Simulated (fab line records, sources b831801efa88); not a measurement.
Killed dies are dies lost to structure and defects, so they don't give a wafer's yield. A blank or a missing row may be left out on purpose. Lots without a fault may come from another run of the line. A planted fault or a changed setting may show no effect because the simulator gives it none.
One fault seen from 2 desks | flow gf180mcu | each desk has only its own numbers; what lay behind them comes last

THE METROLOGY DESK
What the gauges read, lot by lot, whatever tool the lot ran on: means of the sampled wafers that have a number. A lot is out of limits, marked OUT, if its mean lies more than 4 standard deviations from the usual mean; the brackets give that distance.
Columns: A = cd_nm at GF_HV_LDD_CD_MEAS_19, usual 399.7 nm; B = HV_LDD_3_TW at GF_HV_LDD_TW_MEAS_38, usual 1425; C = HV_LDD_RS at GF_HV_LDD_RS_MEAS_53, usual 418.1 ohm/sq
lot  | first seen here | A     | B               | C
L918 | day 11 01:10    | 399.4 | 1439            | 418.9
L920 | day 11 14:53    | 402.1 | 1431            | 417.9
L922 | day 12 19:04    | 401.6 | 1416            | 417.4
L926 | day 13 20:52    | 400.5 | 1420            | 419.0
L927 | day 14 02:07    | 398.7 | 1408            | 417.9
L931 | day 15 07:43    | 402.8 | 1488 (+6.3) OUT | 410.0 (-9.2) OUT
L932 | day 15 21:06    | 400.9 | 1481 (+5.6) OUT | 409.7 (-9.6) OUT
L933 | day 16 03:55    | 400.7 | 1418            | 417.3
L934 | day 16 09:37    | 398.3 | 1437            | 417.8
L937 | day 17 04:10    | 398.7 | 1417            | 417.4
L939 | day 18 00:43    | 400.4 | 1421            | 416.3
This desk's finding: out of limits on L931, L932; first on L931, day 16 06:19 (HV_LDD_3_TW at GF_HV_LDD_TW_MEAS_38). In limits: L918, L920, L922, L926, L927, L933, L934, L937, L939.

THE TOOL OWNER'S DESK: implanter-01
The tool's own readings at GF_HV_LDD_IMPLANT_34: means of the sampled wafers that have a number, for each lot that ran on this tool. A lot is out of limits, marked OUT, if its mean lies more than 4 standard deviations from the usual mean; the brackets give that distance.
Columns: A = beam_energy_keV at GF_HV_LDD_IMPLANT_34, usual 60.001; B = dose_ions_cm2 at GF_HV_LDD_IMPLANT_34, usual 7.498e+12; C = end_station_pressure_torr at GF_HV_LDD_IMPLANT_34, usual 5.03e-06 Torr; D = faraday_current_uA at GF_HV_LDD_IMPLANT_34, usual 42.4
lot  | first seen here | A      | B                           | C        | D
L922 | day 13 15:27    | 59.997 | 7.503e+12                   | 5.02e-06 | 42.5
L926 | day 14 17:32    | 60.015 | 7.499e+12                   | 4.91e-06 | 42.0
L927 | day 14 23:36    | 60.025 | 7.499e+12                   | 4.91e-06 | 42.0
L931 | day 16 05:47    | 60.018 | 1.092e+13 (+99 or more) OUT | 5.00e-06 | 62.1 (+24) OUT
L932 | day 16 19:27    | 59.985 | 1.093e+13 (+99 or more) OUT | 5.03e-06 | 62.5 (+25) OUT
This desk's finding: out of limits on L931, L932; first on L931, day 16 05:47 (dose_ions_cm2 at GF_HV_LDD_IMPLANT_34). In limits: L922, L926, L927.

PUT TOGETHER
The tool owner's desk could have raised an alarm at day 16 05:47, on L931, L932.
The metrology desk could have raised an alarm at day 16 06:19, on L931, L932.
Of the lots named, all ran GF_HV_LDD_IMPLANT_34 on implanter-01.

WHAT THE SIMULATOR HAD PUT IN
Process parameter drift: implanter-01, from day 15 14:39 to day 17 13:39, at GF_HV_LDD_IMPLANT_34. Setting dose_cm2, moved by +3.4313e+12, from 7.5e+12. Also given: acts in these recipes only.
Lots struck among those shown: L931, L932.
Hours from the fault's start to each desk's first reading out of limits: the tool owner's desk, 15; the metrology desk, 16.
